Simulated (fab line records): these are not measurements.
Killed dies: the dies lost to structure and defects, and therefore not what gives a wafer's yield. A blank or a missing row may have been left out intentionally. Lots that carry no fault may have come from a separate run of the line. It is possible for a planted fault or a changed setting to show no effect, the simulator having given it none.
fab line records	flow sky130
record lots=5	wafers=14	last-day=50
route steps=708 shown CONTACT@426 METAL1@434 PAD_OPEN@708
lots with no fault: from the same line, run without faults
start-h: hours from the record's opening day to when the first of the lot's shown wafers began	wait-h: hours from the lot's prior step to this one	" repeats the value in the row above	L1.1+2: a single row standing in for several wafers	- no value, or no start was given	* or withheld: withheld	< > ~ a bound
route shown NAME@n: a module of which the file shows steps, and the number in the route of the first	usual: average and standard deviation across the fault-free wafers	same: alike in all rows	chamber/n: place in a boat	sites: each site's reading	_std_site: standard deviation across them	_edge_site: inner sites' mean taken away from outer sites' mean	radius-mm: for every site, how far away it sits from the centre of the wafer	mask NAME#n: copy n	behind: the most recent tool/chamber to have shaped the wafer	hold: why the lot went on hold/how many hours it stayed there/how the hold came to an end	device: the n, p or np transistor that did not switch	end of line: tests of these same wafers at the route's end	where a step has no rows: the recipe by itself	killed: at the first sort, the dies lost to defects and structure; wafer yield is something else	map: the dies of a wafer, with x for killed, . for not killed, _ for no die there
set.NAME: the setting the step ran with; set.NAME@STEP: the setting that earlier step ran with	model.NAME: the simulator's own value behind a step, which no gauge read
a table for each step, a row for each wafer; lots at some steps of the route
services: the hour from which a tool's chamber was out of use, counted from the record's first day as start-h (under 0 if before that day), plus the number of hours and why
## steps
# step SKY_CONTACT_STRIP_20
# recipe chemistry=post-etch-residue-remover	time-s=1200	temp-c=72.5
# step SKY_CONTACT_CLEAN_21
# recipe chemistry=IPA	time-s=180	temp-c=25
# step SKY_CONTACT_CLEAN_22
# recipe chemistry=O3/DIW	dry=n2-spin
# step SKY_CONTACT_SPUTTER_23
# recipe material=TiN	target-thk-nm=20	chamber-pressure-pa=5	power-w=4000	time-s=80
# usual throttle-valve-pct=30.1/0.94
lot.wafer	tool	chamber	start-h	wait-h	throttle-valve-pct
L676.2	pvd-sputter-01	-	733.51	0.0	30.5
L676.3	"	-	"	"	30.6
L676.6	"	-	"	"	29.8
L680.1	pvd-sputter-02	-	769.64	0.0	28.1
L680.3	"	-	"	"	29.5
L680.4	"	-	"	"	30.5
L686.1	pvd-sputter-03	-	823.80	0.0	30.4
L686.2	"	-	"	"	31.9
L686.6	"	-	"	"	30.1
L688.1	pvd-sputter-03	-	830.11	0.0	30.4
L688.3	"	-	"	"	29.8
L688.5	"	-	"	"	31.9
L699.2	pvd-sputter-03	-	900.41	0.0	31.8
L699.4	"	-	"	"	30.0
# step SKY_CONTACT_CVD_24
# recipe material=W	target-thk-nm=340	time-s=102.12	temp-c=400	pressure-torr=40
# step SKY_CONTACT_RS_MEAS_25
# recipe thk-meas-gauge=four-point-probe	reads=W_of_CONTACT_CVD_24+TiN_of_CONTACT_SPUTTER_23
# usual CONTACT_W_RS=0.339/0.004
lot.wafer	tool	chamber	start-h	wait-h	CONTACT_W_RS[ohm/sq]
L676.2	film-metro-03	-	733.70	0.1	0.336
L676.3	"	-	"	"	0.343
L676.6	"	-	"	"	0.337
L680.1	film-metro-03	-	769.81	0.1	0.338
L680.3	"	-	"	"	0.337
L680.4	"	-	"	"	0.338
L686.1	film-metro-03	-	823.97	0.1	0.334
L686.2	"	-	"	"	0.338
L686.6	"	-	"	"	0.330
L688.1	film-metro-03	-	830.39	0.2	0.335
L688.3	"	-	"	"	0.336
L688.5	"	-	"	"	0.335
L699.2	film-metro-01	-	900.60	0.1	0.338
L699.4	"	-	"	"	0.339
# step SKY_CONTACT_THK_MEAS_26
# recipe thk-meas-gauge=xrf	reads=W_of_CONTACT_CVD_24
# usual CONTACT_W_THK=342/4.9
lot.wafer	tool	chamber	start-h	wait-h	CONTACT_W_THK[nm]
L676.2	film-metro-03	-	733.81	0.1	343
L676.3	"	-	"	"	336
L676.6	"	-	"	"	342
L680.1	film-metro-03	-	769.93	0.1	338
L680.3	"	-	"	"	339
L680.4	"	-	"	"	339
L686.1	film-metro-03	-	824.09	0.1	345
L686.2	"	-	"	"	342
L686.6	"	-	"	"	350
L688.1	film-metro-03	-	830.51	0.1	343
L688.3	"	-	"	"	345
L688.5	"	-	"	"	346
L699.2	film-metro-01	-	900.71	0.1	349
L699.4	"	-	"	"	346
# step SKY_CONTACT_CMP_27
# recipe stop-on=SiO2	t-overpolish-s=15	down-force-psi=3.5	platen-rpm=60	target-thk-nm=0	pad-velocity-m-s=0.94248
# usual motor-current-A=11.2/1.6	overpolish-run-s=14.999/0.0088	slurry-filter-dp-kPa=13.51/0.13	time-to-endpoint-s=81/3.6
lot.wafer	tool	chamber	start-h	wait-h	motor-current-A	overpolish-run-s	slurry-filter-dp-kPa	time-to-endpoint-s
L676.2	cmp-01	1	733.86	0.0	10.6	15.000	13.47	87
L676.3	"	0	"	"	9.6	14.995	13.49	79
L676.6	"	1	"	"	11.0	14.991	13.55	86
L680.4	cmp-02	1	769.99	0.0	11.7	15.021	13.41	80
L680.3	"	2	"	"	12.9	14.987	13.56	82
L680.1	"	0	"	"	10.3	14.999	13.45	76
L686.2	cmp-01	0	824.25	0.1	9.6	15.001	13.51	79
L686.1	"	1	"	"	11.1	15.009	13.71	88
L686.6	"	2	"	"	11.1	14.990	13.49	86
L688.1	cmp-02	3	830.62	0.1	9.6	14.983	13.59	81
L688.3	"	1	"	"	12.3	14.998	13.46	78
L688.5	"	3	"	"	9.3	15.007	13.24	80
L699.4	cmp-02	2	900.81	0.1	13.1	15.004	13.41	86
L699.2	"	3	"	"	9.5	14.992	13.74	76
# step SKY_METAL1_SPUTTER_00
# recipe material=Ti	target-thk-nm=15	power-w=3000	time-s=10	chamber-pressure-pa=0.4
# usual throttle-valve-pct=29.9/1.2
lot.wafer	tool	chamber	start-h	wait-h	throttle-valve-pct
L676.2	pvd-sputter-03	-	734.16	0.2	31.7
L676.3	"	-	"	"	30.2
L676.6	"	-	"	"	29.6
L680.1	pvd-sputter-03	-	770.29	0.1	31.8
L680.3	"	-	"	"	30.8
L680.4	"	-	"	"	29.6
L686.1	pvd-sputter-04	-	824.45	0.1	28.7
L686.2	"	-	"	"	31.7
L686.6	"	-	"	"	28.7
L688.1	pvd-sputter-04	-	830.87	0.2	31.6
L688.3	"	-	"	"	27.9
L688.5	"	-	"	"	29.1
L699.2	pvd-sputter-04	-	901.06	0.1	28.2
L699.4	"	-	"	"	31.3
# step SKY_METAL1_SPUTTER_01
# recipe material=TiN	target-thk-nm=20	power-w=6500	time-s=16.7	chamber-pressure-pa=0.4
# step SKY_METAL1_SPUTTER_02
# recipe material=AlCu	target-thk-nm=250	power-w=10600	time-s=13.3	chamber-pressure-pa=0.4
# usual throttle-valve-pct=29.9/1.2
lot.wafer	tool	chamber	start-h	wait-h	throttle-valve-pct
L676.2	pvd-sputter-03	-	734.21	0.0	31.8
L676.3	"	-	"	"	30.2
L676.6	"	-	"	"	29.7
L680.1	pvd-sputter-03	-	770.34	0.0	31.9
L680.3	"	-	"	"	30.8
L680.4	"	-	"	"	29.5
L686.1	pvd-sputter-04	-	824.50	0.0	28.6
L686.2	"	-	"	"	31.7
L686.6	"	-	"	"	28.5
L688.1	pvd-sputter-04	-	830.92	0.0	31.9
L688.3	"	-	"	"	28.3
L688.5	"	-	"	"	29.1
L699.2	pvd-sputter-04	-	901.11	0.0	28.1
L699.4	"	-	"	"	31.7
# step SKY_METAL1_SPUTTER_03
# recipe material=Ti	target-thk-nm=5	power-w=3000	time-s=3.3	chamber-pressure-pa=0.4
# step SKY_METAL1_SPUTTER_04
# recipe material=TiN	target-thk-nm=70	power-w=6500	time-s=58.3	chamber-pressure-pa=0.4
# usual throttle-valve-pct=29.9/1.2
lot.wafer	tool	chamber	start-h	wait-h	throttle-valve-pct	model.TiN_of_METAL1_SPUTTER_04.thk-nm
L676.2	pvd-sputter-03	-	734.25	0.0	31.7	69.77
L676.3	"	-	"	"	30.3	69.64
L676.6	"	-	"	"	29.7	70.54
L680.1	pvd-sputter-03	-	770.38	0.0	31.9	70.06
L680.3	"	-	"	"	30.8	70.14
L680.4	"	-	"	"	29.7	70.09
L686.1	pvd-sputter-04	-	824.54	0.0	28.5	69.81
L686.2	"	-	"	"	31.5	69.67
L686.6	"	-	"	"	28.6	70.31
L688.1	pvd-sputter-04	-	830.96	0.0	31.8	70.29
L688.3	"	-	"	"	27.8	70.22
L688.5	"	-	"	"	28.7	70.65
L699.2	pvd-sputter-04	-	901.16	0.0	28.0	70.31
L699.4	"	-	"	"	31.7	86.07
# step SKY_METAL1_RS_MEAS_05
# recipe thk-meas-gauge=four-point-probe	reads=TiN_of_METAL1_SPUTTER_04+Ti_of_METAL1_SPUTTER_03+AlCu_of_METAL1_SPUTTER_02+TiN_of_METAL1_SPUTTER_01+Ti_of_METAL1_SPUTTER_00
# usual METAL1_ALCU_RS=0.1268/0.0011
lot.wafer	tool	chamber	start-h	wait-h	METAL1_ALCU_RS[ohm/sq]
L676.2	film-metro-03	-	734.32	0.0	0.1282
L676.3	"	-	"	"	0.1284
L676.6	"	-	"	"	0.1282
L680.1	film-metro-03	-	770.43	0.0	0.1276
L680.3	"	-	"	"	0.1270
L680.4	"	-	"	"	0.1281
L686.1	film-metro-04	-	824.62	0.1	0.1284
L686.2	"	-	"	"	0.1272
L686.6	"	-	"	"	0.1282
L688.1	film-metro-02	-	831.01	0.0	0.1278
L688.3	"	-	"	"	0.1281
L688.5	"	-	"	"	0.1267
L699.2	film-metro-04	-	901.22	0.0	0.1278
L699.4	"	-	"	"	0.1274
# step SKY_METAL1_THK_MEAS_06
# recipe thk-meas-gauge=xrf	reads=AlCu_of_METAL1_SPUTTER_02
# usual METAL1_ALCU_THK=248.8/2.4
lot.wafer	tool	chamber	start-h	wait-h	METAL1_ALCU_THK[nm]
L676.2	film-metro-03	-	734.43	0.1	243.7
L676.3	"	-	"	"	245.8
L676.6	"	-	"	"	245.2
L680.1	film-metro-03	-	770.55	0.1	247.3
L680.3	"	-	"	"	248.6
L680.4	"	-	"	"	246.6
L686.1	film-metro-04	-	824.74	0.1	248.1
L686.2	"	-	"	"	247.1
L686.6	"	-	"	"	245.6
L688.1	film-metro-02	-	831.13	0.1	246.4
L688.3	"	-	"	"	247.3
L688.5	"	-	"	"	250.1
L699.2	film-metro-04	-	901.33	0.1	249.0
L699.4	"	-	"	"	241.5
# step SKY_METAL1_DEHYDRATE_07
# recipe temp-c=200	time-s=60
# step SKY_METAL1_HMDS_08
# recipe prime-time-s=60	prime-temp-c=120
# step SKY_METAL1_COAT_09
# recipe resist=BARC	temp-c=withheld	time-s=withheld	spin-rpm=3000	resist-thk-nm=60
# step SKY_METAL1_COAT_10
# recipe resist=KrF-thick	spin-rpm=3000	resist-thk-nm=450
# step SKY_METAL1_SOFTBAKE_11
# recipe temp-c=100	time-s=90	resist=KrF-thick
# step SKY_METAL1_EXPOSE_12
# recipe mask-id=MM1	na=0.8	source-shape=annular	sigma-inner=0.55	sigma-outer=0.85	target-cd-nm=140	dose-mj=28
# step SKY_METAL1_PEB_13
# recipe peb-temp-c=withheld	peb-time-s=withheld	resist=KrF-thick
# step SKY_METAL1_DEVELOP_14
# recipe develop-time-s=60	resist=KrF-thick	dev-temp-c=21
# step SKY_METAL1_CD_MEAS_15
# recipe target-cd-nm=140
# usual cd-nm=140.0/1.8
lot.wafer	tool	chamber	start-h	wait-h	cd-nm
L676.2	cd-sem-02	-	760.55	-	141.0
L676.3	"	-	"	"	140.5
L676.6	"	-	"	"	141.2
L680.1	cd-sem-01	-	796.97	-	138.0
L680.3	"	-	"	"	137.6
L680.4	"	-	"	"	137.9
L686.1	cd-sem-01	-	849.82	-	140.1
L686.2	"	-	"	"	141.5
L686.6	"	-	"	"	140.4
L688.1	cd-sem-02	-	856.66	-	137.3
L688.3	"	-	"	"	136.5
L688.5	"	-	"	"	135.9
L699.2	cd-sem-02	-	925.28	-	135.9
L699.4	"	-	"	"	135.8
# step SKY_METAL1_OVL_MEAS_16
# usual METAL1_OVL=-1/4.9
lot.wafer	tool	chamber	start-h	wait-h	METAL1_OVL[nm]
L676.2	overlay-01	-	760.65	0.1	-8
L676.3	"	-	"	"	-11
L676.6	"	-	"	"	-7
L680.1	overlay-02	-	797.09	0.1	1
L680.3	"	-	"	"	3
L680.4	"	-	"	"	8
L686.1	overlay-02	-	849.94	0.1	-5
L686.2	"	-	"	"	-9
L686.6	"	-	"	"	-3
L688.1	overlay-02	-	856.78	0.1	2
L688.3	"	-	"	"	4
L688.5	"	-	"	"	2
L699.2	overlay-01	-	925.39	0.1	-8
L699.4	"	-	"	"	-6
# step SKY_METAL1_DESCUM_17
# recipe chemistry=O2	source-power-w=150	bias-power-w=0	pressure-mtorr=10	temp-c=40	time-s=8
# usual drypump-motor-current-A=5.8/0.47	oes-product-au=1.000/0.0072	rf-fwd-power-W=147.4/0.92	temp-c=40.01/0.12
lot.wafer	tool	chamber	start-h	wait-h	drypump-motor-current-A	oes-product-au	rf-fwd-power-W	rf-hours-counter-h	temp-c
L676.2	rie-metal-03	0	760.68	0.0	6.4	0.997	148.5	0	40.11
L676.3	"	1	"	"	6.1	0.990	146.2	-	40.02
L676.6	"	1	"	"	6.0	0.995	146.9	-	39.98
L680.1	rie-metal-03	0	797.13	0.0	6.3	0.997	148.6	2	40.01
L680.3	"	1	"	"	6.1	1.000	145.7	-	40.25
L680.4	"	0	"	"	6.3	0.998	148.0	-	40.07
L686.1	rie-metal-01	1	849.98	0.0	5.5	1.011	146.6	7	40.07
L686.2	"	0	"	"	5.6	1.003	147.8	2	39.99
L686.6	"	1	"	"	5.6	0.996	147.0	-	39.97
L688.1	rie-metal-03	1	856.82	0.0	6.1	0.996	146.5	12	39.93
L688.3	"	1	"	"	6.0	0.993	147.0	-	39.86
L688.5	"	1	"	"	6.0	0.992	146.4	-	40.08
L699.2	rie-metal-01	1	925.42	0.0	5.6	1.005	146.8	10	40.10
L699.4	"	0	"	"	5.6	0.996	148.3	-	39.97
# step SKY_METAL1_ETCH_18
# recipe chemistry=N2/H2	target=BARC	ion-energy-ev=200	bias-w=100	pressure-mtorr=30	n2-flow-sccm=100	h2-flow-sccm=200	icp-w=500	stop-on=SiO2	time-s=45.9	target-depth-a=600
# step SKY_METAL1_METAL_ETCH_19
# recipe target-depth-a=3600	stop-on=SiO2	over-etch-frac=0.3	time-s=78	chemistry=Cl2/BCl3	resist-sidewall-deg=88	pressure-mtorr=10	icp-w=900	bias-w=48.5	Cl2_flow_sccm=60	bcl3-flow-sccm=30
# step SKY_METAL1_STRIP_20
# recipe chemistry=O2/N2	power-w=1400	pressure-mtorr=1500	platen-temp-c=withheld	o2-flow-sccm=3000	n2-flow-sccm=300	overash-fraction=0.5
# step SKY_METAL1_STRIP_21
# recipe chemistry=post-etch-residue-remover	time-s=1200	temp-c=72.5
# usual temp-c=72.48/0.12
lot.wafer	tool	chamber	start-h	wait-h	temp-c	model.TiN_of_METAL1_SPUTTER_04.thk-nm
L676.2	wet-bench-04	0	760.97	0.1	72.77	69.36
L676.3	"	0	"	"	72.55	69.22
L676.6	"	0	"	"	72.54	70.12
L680.1	wet-bench-01	1	797.41	0.1	72.65	69.64
L680.3	"	1	"	"	72.71	69.72
L680.4	"	1	"	"	72.22	69.67
L686.1	wet-bench-02	0	850.26	0.1	72.48	69.38
L686.2	"	0	"	"	72.25	69.24
L686.6	"	0	"	"	72.51	69.89
L688.1	wet-bench-02	0	857.10	0.1	72.47	69.86
L688.3	"	0	"	"	72.40	69.8
L688.5	"	0	"	"	72.53	70.22
L699.2	wet-bench-04	2	925.70	0.1	72.43	69.89
L699.4	"	2	"	"	72.31	85.65
# step SKY_METAL1_CLEAN_22
# recipe chemistry=IPA	time-s=180	temp-c=25
# step SKY_PAD_OPEN_PROBE_99
# usual defect-limited-yield=82.3/2	killed_at_M0_to_M3=43/7.3	killed_at_M4_up=3.2/1.8	killed-at-contacts=24/5.8	killed-at-front-end=16/4.5	killed-at-other=0.3/0.53	killed-dies=87/9.9	killed-open=48/6.8	killed-short=39/6.9	sort_bin_3_pad_short=0.8/0.42	sort_bin_5_function=10.4/1.6	sort_bin_6_memory=6.4/1.2	sort-n-pass=405/9.9	sort-yield-pct=82.3/2
# same gross-dies=492	killed-at-back-side=0	sort_bin_4_leakage[%]=0	sort_bin_8_speed[%]=0
lot.wafer	tool	chamber	start-h	wait-h	defect-limited-yield[%]	killed_at_M0_to_M3	killed_at_M4_up	killed-at-contacts	killed-at-front-end	killed-at-other	killed-dies	killed-open	killed-short	sort_bin_3_pad_short[%]	sort_bin_5_function[%]	sort_bin_6_memory[%]	sort-n-pass	sort-yield-pct[%]
L676.2	prober-01	-	1071.09	0.1	82.5	44	4	24	14	0	86	48	38	0.8	11.8	4.9	406	82.5
L676.3	prober-01	-	1071.14	0.2	82.1	50	7	13	18	0	88	45	43	0.8	10.2	6.9	404	82.1
L676.6	prober-01	-	1071.29	0.2	86.8	38	1	17	9	0	65	36	29	0.8	8.5	3.9	427	86.8
L680.1	prober-02	-	1100.81	0.1	81.9	53	2	19	15	0	89	48	41	0.6	9.8	7.7	403	81.9
L680.3	prober-02	-	1100.91	0.2	78.7	50	6	23	26	0	105	46	59	1.6	10.4	9.3	387	78.7
L680.4	prober-02	-	1100.96	0.2	80.9	52	2	24	16	0	94	51	43	1.2	12.0	5.9	398	80.9
L686.1	prober-01	-	1138.89	0.1	79.3	49	3	30	20	0	102	54	48	1.4	11.8	7.5	390	79.3
L686.2	prober-01	-	1138.94	0.1	79.1	46	1	32	24	0	103	63	40	0.6	13.2	7.1	389	79.1
L686.6	prober-01	-	1139.14	0.2	81.5	51	1	24	15	0	91	52	39	1.6	10.6	6.3	401	81.5
L688.1	prober-02	-	1142.88	0.1	82.7	34	2	24	25	0	85	48	37	0.6	10.0	6.7	407	82.7
L688.3	prober-02	-	1142.98	0.2	81.5	43	3	28	16	1	91	51	40	0.4	12.6	5.5	401	81.5
L688.5	prober-02	-	1143.08	0.2	81.5	45	3	33	10	0	91	57	34	0.2	12.4	5.9	401	81.5
# killed by level:class
L676.2 CONTACT:geometric-particle:open=12 VIA2:geometric-particle:open=8 VIA3:geometric-particle:open=7 LOCAL_INTERCONNECT:geometric-particle:short=6 VIA1:geometric-particle:short=6 METAL1:geometric-particle:short=5 VIA1:geometric-particle:open=5 POLY_GATE:geometric-particle:open=4
L676.3 VIA1:geometric-particle:open=12 VIA2:geometric-particle:open=7 METAL4:geometric-particle:short=7 VIA1:geometric-particle:short=6 FIELD_ISO:geometric-particle:short=6 CONTACT:geometric-particle:open=6 VIA3:geometric-particle:open=6 METAL2:geometric-particle:short=6
L676.6 CONTACT:geometric-particle:open=6 VIA1:geometric-particle:short=6 VIA1:geometric-particle:open=6 VIA2:geometric-particle:open=6 LI_CONTACT:geometric-particle:open=4 METAL1:geometric-particle:open=4 METAL2:geometric-particle:short=4 VIA3:geometric-particle:short=4
L680.1 VIA1:geometric-particle:open=10 METAL2:geometric-particle:short=10 LI_CONTACT:geometric-particle:open=9 METAL1:geometric-particle:short=8 VIA2:geometric-particle:open=8 VIA3:geometric-particle:open=6 CONTACT:geometric-particle:open=5 FIELD_ISO:geometric-particle:short=4
L680.3 METAL2:geometric-particle:short=11 FIELD_ISO:geometric-particle:open=8 VIA1:geometric-particle:open=7 LI_CONTACT:geometric-particle:open=7 FIELD_ISO:geometric-particle:short=6 CONTACT:geometric-particle:open=6 VIA2:geometric-particle:open=6 METAL1:geometric-particle:short=5
L680.4 VIA1:geometric-particle:open=14 METAL2:geometric-particle:short=12 CONTACT:geometric-particle:open=7 POLY_GATE:geometric-particle:open=6 LI_CONTACT:geometric-particle:open=6 FIELD_ISO:geometric-particle:short=5 LOCAL_INTERCONNECT:geometric-particle:short=5 VIA1:geometric-particle:short=5
L686.1 VIA1:geometric-particle:open=16 CONTACT:geometric-particle:open=10 FIELD_ISO:geometric-particle:short=8 LI_CONTACT:geometric-particle:open=7 METAL2:geometric-particle:short=7 VIA3:geometric-particle:open=6 METAL1:geometric-particle:short=6 POLY_GATE:geometric-particle:open=5
L686.2 CONTACT:geometric-particle:open=13 VIA1:geometric-particle:open=12 LI_CONTACT:geometric-particle:open=11 VIA2:geometric-particle:short=8 POLY_GATE:geometric-particle:open=7 FIELD_ISO:geometric-particle:open=6 METAL1:geometric-particle:short=6 VIA2:geometric-particle:open=5
L686.6 CONTACT:geometric-particle:open=15 VIA1:geometric-particle:open=12 VIA2:geometric-particle:open=9 METAL2:geometric-particle:short=8 CONTACT:geometric-particle:short=5 VIA1:geometric-particle:short=4 FIELD_ISO:geometric-particle:short=3 LI_CONTACT:geometric-particle:open=3
L688.1 CONTACT:geometric-particle:open=13 VIA1:geometric-particle:open=9 POLY_GATE:geometric-particle:short=7 FIELD_ISO:geometric-particle:open=6 METAL2:geometric-particle:short=6 FIELD_ISO:geometric-particle:short=5 VIA2:geometric-particle:open=4 VIA3:geometric-particle:open=4
L688.3 VIA1:geometric-particle:open=13 CONTACT:geometric-particle:open=12 CONTACT:geometric-particle:short=7 VIA2:geometric-particle:open=7 LI_CONTACT:geometric-particle:open=6 FIELD_ISO:geometric-particle:short=5 POLY_GATE:geometric-particle:short=5 VIA1:geometric-particle:short=5
L688.5 VIA1:geometric-particle:open=16 CONTACT:geometric-particle:open=13 VIA2:geometric-particle:open=8 LI_CONTACT:geometric-particle:short=6 LOCAL_INTERCONNECT:geometric-particle:short=5 CONTACT:geometric-particle:short=5 VIA3:geometric-particle:open=5 LI_CONTACT:geometric-particle:open=4
## services
tool	chamber	start-h	hours	kind
pvd-sputter-04	-	711.83	6.9	repair
cmp-02	-	713.04	6.6	pm
cmp-02	-	719.64	3.6	pm
wet-bench-01	-	724.04	30.6	repair
cmp-02	-	726.72	1.1	repair
cmp-02	-	729.26	1.3	repair
cmp-02	-	741.19	2.8	repair
pvd-sputter-02	-	742.55	5.8	repair
cmp-02	-	744.09	4.0	pm
cmp-01	-	746.49	0.5	repair
cmp-01	-	749.32	4.5	pm
wet-bench-01	-	756.97	5.0	repair
pvd-sputter-01	-	768.45	2.1	repair
rie-metal-03	1	782.05	7.8	repair
rie-metal-01	-	783.44	0.3	repair
cmp-01	-	802.63	6.8	repair
pvd-sputter-03	-	806.96	1.1	repair
rie-metal-01	1	807.13	8.2	repair
rie-metal-01	-	823.42	4.0	pm
cmp-01	-	882.57	1.7	repair
pvd-sputter-04	-	893.05	2.2	repair
rie-metal-03	1	894.38	13.9	repair
cmp-01	-	912.00	4.0	pm
cmp-01	-	923.52	1.3	repair
## key
first-sign step=SKY_METAL1_THK_MEAS_06	reading=METAL1_ALCU_THK	direction=down	sigmas=3	usual=248.8	struck=241.5
effect none on later readings
model-effect step=SKY_METAL1_SPUTTER_04	value=TiN_of_METAL1_SPUTTER_04.thk-nm	without=70.28	struck=86.07
model-effect step=SKY_METAL1_STRIP_21	value=TiN_of_METAL1_SPUTTER_04.thk-nm	without=69.86	struck=85.65
met-at SKY_METAL1_SPUTTER_04
struck-wafers L699.4
onset-between 830.96 901.16
fault kind=process-parameter-drift	tool=pvd-sputter-04	chamber=-	onset-h=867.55	steps=SKY_METAL1_SPUTTER_04	channel=time-s	offset=*	shape=step	end-h=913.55	scope=struck-wafers-only	acts-in=*	stated=*
